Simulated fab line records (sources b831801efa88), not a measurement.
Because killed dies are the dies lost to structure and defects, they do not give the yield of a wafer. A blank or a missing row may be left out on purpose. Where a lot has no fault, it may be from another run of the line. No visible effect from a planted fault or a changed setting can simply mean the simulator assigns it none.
Which tool was responsible? | flow sky130 | 13 lots, 36 wafers sampled, at 4 steps of a route of 708

## WHAT THE GAUGES READ, wafer by wafer
SKY_GATE_OXIDE_OVL_MEAS_10.
lot  | measured     | on         | GATE_OXIDE_OVL (nm)
L430 | day 14 04:54 | overlay-02 | -1.5 -1.7 0.4
L431 | day 14 18:35 | overlay-01 | -1.0 -2.7 -1.4
L433 | day 15 08:37 | overlay-02 | 0.7 0.0 0.4
L434 | day 15 16:45 | overlay-02 | 1.7 0.8 0.0
L435 | day 15 22:46 | overlay-02 | -0.2 -2.0 -2.5
L440 | day 17 18:38 | overlay-02 | -0.2 2.4 -0.6
L441 | day 18 03:55 | overlay-02 | 2.8 -0.3 2.3
L442 | day 18 06:54 | overlay-01 | 1.5 0.5 -0.4
L443 | day 18 21:00 | overlay-01 | 0.0 -2.8 0.1
L446 | day 20 05:37 | overlay-01 | 1.3 0.0 1.4
L449 | day 20 18:15 | overlay-02 | 1.2 1.3
L451 | day 21 10:47 | overlay-01 | 2.6 1.1
L452 | day 22 00:08 | overlay-01 | -0.6 -0.4

SKY_RES_PROTECT_TW_MEAS_08.
lot  | measured     | on           | POLY_GATE_TW
L430 | day 15 10:55 | filmMetro-03 | 4001 4001 3979
L431 | day 16 02:28 | filmMetro-04 | 4022 4020 4010
L433 | day 16 18:21 | filmMetro-03 | 4003 3975 3982
L434 | day 17 07:13 | filmMetro-03 | 3984 4007 3969
L435 | day 17 06:55 | filmMetro-04 | 4050 4057 4028
L440 | day 19 04:58 | filmMetro-04 | 4086 4096 4097
L441 | day 19 13:34 | filmMetro-01 | 4011 4017 4021
L442 | day 19 18:15 | filmMetro-04 | 4068 4069 4108
L443 | day 20 08:00 | filmMetro-04 | 4060 4027 4039
L446 | day 21 16:03 | filmMetro-03 | 4016 4010 4011
L449 | day 22 04:10 | filmMetro-03 | 30 30
L451 | day 22 20:49 | filmMetro-01 | 30 4012
L452 | day 23 09:28 | filmMetro-04 | 30 4078

## WHAT TOOL EACH LOT RAN ON (gives the tool, then ch and the chambers of the sampled wafers, and finally the start)
lot  | SKY_VT_ADJUST_LVTN_STRIP_09         | SKY_RES_PROTECT_DEVELOP_06
L430 | plasmaAsher-01 ch 0,1, day 7 04:38  | lithoTrack-01 ch 0, day 15 10:33
L431 | plasmaAsher-01 ch 0,1, day 7 13:16  | lithoTrack-04 ch 0, day 16 02:04
L433 | plasmaAsher-02 ch 0,1, day 8 00:25  | lithoTrack-01 ch 0, day 16 17:57
L434 | plasmaAsher-01 ch 0,1, day 8 10:01  | lithoTrack-03 ch 0, day 17 06:49
L435 | plasmaAsher-02 ch 0,1, day 8 10:01  | lithoTrack-03 ch 0, day 17 06:32
L440 | plasmaAsher-01 ch 0,1, day 9 19:03  | lithoTrack-03 ch 0, day 19 04:35
L441 | plasmaAsher-02 ch 0,1, day 10 03:51 | lithoTrack-03 ch 0, day 19 13:10
L442 | plasmaAsher-02 ch 1, day 10 07:49   | lithoTrack-01 ch 0, day 19 17:51
L443 | plasmaAsher-01 ch 0,1, day 10 15:45 | lithoTrack-01 ch 0, day 20 07:36
L446 | plasmaAsher-02 ch 0,1, day 11 19:30 | lithoTrack-01 ch 0, day 21 15:39
L449 | plasmaAsher-01 ch 0,1, day 12 08:04 | lithoTrack-03 ch 0, day 22 03:46
L451 | plasmaAsher-02 ch 0,1, day 12 21:12 | lithoTrack-03 ch 0, day 22 20:26
L452 | plasmaAsher-01 ch 1, day 13 08:39   | lithoTrack-03 ch 0, day 23 09:05
- SKY_VT_ADJUST_LVTN_STRIP_09: strips in O2/N2.
- SKY_RES_PROTECT_DEVELOP_06: develop time 60 s.

## WHAT THE TOOLS THEMSELVES READ (means of the sampled wafers that have a number; where no wafer has one, the mark that the record gives instead)
SKY_VT_ADJUST_LVTN_STRIP_09.
lot  | tool           | drypumpMotorCurrentA (A) | oesProductAu (a.u.) | stripTimeToEndpointS (s)
L430 | plasmaAsher-01 | 5.4                      | 0.725               | 36.81
L431 | plasmaAsher-01 | 5.4                      | 0.720               | 36.99
L433 | plasmaAsher-02 | 6.2                      | 0.718               | 36.90
L434 | plasmaAsher-01 | 5.4                      | 0.720               | 36.99
L435 | plasmaAsher-02 | 5.8                      | 0.724               | 36.96
L440 | plasmaAsher-01 | 5.4                      | 0.723               | 36.87
L441 | plasmaAsher-02 | 5.9                      | 0.726               | 36.81
L442 | plasmaAsher-02 | 5.4                      | 0.725               | 36.83
L443 | plasmaAsher-01 | 5.4                      | 0.722               | 36.92
L446 | plasmaAsher-02 | 5.8                      | 0.721               | 36.87
L449 | plasmaAsher-01 | 5.5                      | 0.726               | 37.02
L451 | plasmaAsher-02 | 6.0                      | 0.726               | 37.03
L452 | plasmaAsher-01 | 5.8                      | 0.721               | 36.79

SKY_RES_PROTECT_DEVELOP_06.
lot  | tool          | resistLineTempC (C)
L430 | lithoTrack-01 | 22.99
L431 | lithoTrack-04 | 23.08
L433 | lithoTrack-01 | 22.85
L434 | lithoTrack-03 | 22.93
L435 | lithoTrack-03 | 22.88
L440 | lithoTrack-03 | 22.98
L441 | lithoTrack-03 | 23.04
L442 | lithoTrack-01 | 23.04
L443 | lithoTrack-01 | 22.87
L446 | lithoTrack-01 | 23.02
L449 | lithoTrack-03 | 22.95
L451 | lithoTrack-03 | 23.00
L452 | lithoTrack-03 | 23.02

## THE ANSWER, worked out from the rows above alone
Rule: the usual values come from the lots themselves. The widest of any qualifying gaps counts: lots, ordered by their means at a reading, are off when they make up no more than a third of the lots, leave a main group of 4 or more, and stand apart from it by 3 or more times the standard deviation of that group's means. The tables above print the reading to a certain number of digits; a main group whose means all agree to those digits is not used. Also off: a lot with no number at a reading for which 4 or more lots have one. Where the step has rows for the other lots, those lots are counted as sound. First the gauges in route order, then the tools' own readings, where a lot's mean is used as printed above. The first step at which some lot is off is used, and at that step the reading that is off furthest; a lot without a number counts as furthest.
Off: L449, L451, L452, seen at SKY_RES_PROTECT_TW_MEAS_08 (POLY_GATE_TW). The main group has a mean of 4027 with a standard deviation of 36.
If a tool, at a process step before that reading, ran all the lots that are off and no sound lot after the first of them, it fits. Gauges at SKY_RES_PROTECT_TW_MEAS_08: tried the same way as those tools. One candidate fits, namely lithoTrack-03 at SKY_RES_PROTECT_DEVELOP_06. Its last sound lot is L441 (day 19 13:10), its first lot that is off L449 (day 22 03:46): a fault that began between those two fits.

## WHAT WAS PUT IN BY THE SIMULATOR
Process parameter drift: lithoTrack-03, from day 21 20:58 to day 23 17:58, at SKY_RES_PROTECT_DEVELOP_06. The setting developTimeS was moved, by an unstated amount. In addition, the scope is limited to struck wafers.
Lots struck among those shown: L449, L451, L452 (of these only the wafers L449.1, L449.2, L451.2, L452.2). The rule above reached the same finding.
